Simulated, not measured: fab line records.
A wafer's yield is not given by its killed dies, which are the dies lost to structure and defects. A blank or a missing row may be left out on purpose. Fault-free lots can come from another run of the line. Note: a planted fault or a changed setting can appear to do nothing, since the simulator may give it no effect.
Problem report, 8D (eight disciplines) form, completed by code || flow gf180mcu || the parts of the form that need people (team, actions taken, sign-off) are left out

1. THE PROBLEM
Across 6 wafers from 2 lots, HV_LDD_RS at GF_HV_LDD_RS_MEAS_53 averages 423.4 ohm/sq, while fault-free wafers read 418.9 ohm/sq with a standard deviation of 0.89. Relative to the usual mean, that is a shift of +5.0 standard deviations.
The step: measures by four-point-probe.
First observed at day 18 22:05: wafer L849.1, on film metro-03. The record holds 39 wafers of 13 lots with a number at this step. By rule, "out" or "out of limits" means more than 4 standard deviations away from the usual mean. Any other wafer with a number is counted as sound.

2. WHAT IT IS, AND WHAT IT ISN'T
{"question": "which readings at this step", "is": "HV_LDD_RS", "is not": "-"}
{"question": "which lots", "is": "L849, L850", "is not": "L829, L830, L831, L832, L833, L834, L835, L836, L839, L840, L841"}
{"question": "which wafers of those lots", "is": "all that have a number", "is not": "-"}
{"question": "read on which gauges", "is": "film metro-01, film metro-03", "is not": "film metro-02"}
{"question": "when", "is": "from day 18 22:05", "is not": "up to then (33 sound wafers)"}

3. THE SUSPECTS, EACH WITH WHAT RULES IT OUT
Counting: a tool at any process step up to the reading remains a suspect when it ran all the lots that are out and ran no sound lot after the first of those.
- the gauge at GF_HV_LDD_RS_MEAS_53 is ruled out. The wafers that are out were read on 2 gauges (film metro-01, film metro-03).
- implanter-03 at GF_HV_LDD_IMPLANT_35: kept. It ran every lot that is out, first L849 (day 17 21:35), and no sound lot after that; its last sound lot up to then is L839 (day 14 21:05). Its own readings are out on those wafers: beam on s, faraday current uA.
Left after counting: implanter-03 at GF_HV_LDD_IMPLANT_35.

4. THE CAUSE (what the simulator had put in)
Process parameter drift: implanter-03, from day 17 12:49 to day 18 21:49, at GF_HV_LDD_IMPLANT_35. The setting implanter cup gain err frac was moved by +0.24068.
Counting left only this tool.

5. THE EFFECT CHAIN, in route order
One row per reading whose mean, taken over the struck wafers that have a number, lies over 3 standard deviations from the usual. Only readings whose record carries a usual standard deviation are examined. hours: median over the lots of the time between each lot's start at the first step of this table that gives one and its start at this step. sigmas: the change, counted in usual standard deviations.
{"hours": 0, "step": "GF_HV_LDD_IMPLANT_35", "reading": "beam on s", "usual": "10.00 s", "on struck wafers": 8.07, "change": -1.93, "sigmas": -8.8}
{"hours": 0, "step": "GF_HV_LDD_IMPLANT_35", "reading": "faraday current uA", "usual": 42.3, "on struck wafers": 52.4, "change": "+10.1", "sigmas": "+11"}
{"hours": 25, "step": "GF_HV_LDD_RS_MEAS_53", "reading": "HV_LDD_RS", "usual": "418.9 ohm/sq", "on struck wafers": 423.4, "change": "+4.5", "sigmas": "+5.0"}
The process steps in it:
- GF_HV_LDD_IMPLANT_35

6. WHAT WOULD HAVE CAUGHT IT SOONER
Counted from the fault's start at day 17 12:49, it took 33 hours until the first out-of-limits reading at a measuring or inspecting step in this record, taken at day 18 22:05.
The tool's own readings at GF_HV_LDD_IMPLANT_35 were out on every struck wafer that the step has a row for (beam on s, faraday current uA): an alarm limit on them would have fired on the first of those.
By day 18 22:05 the whole set of lots that are out, 2 in number, had already begun GF_HV_LDD_IMPLANT_35 on implanter-03. A hold on the tool at that time would have spared none of them.
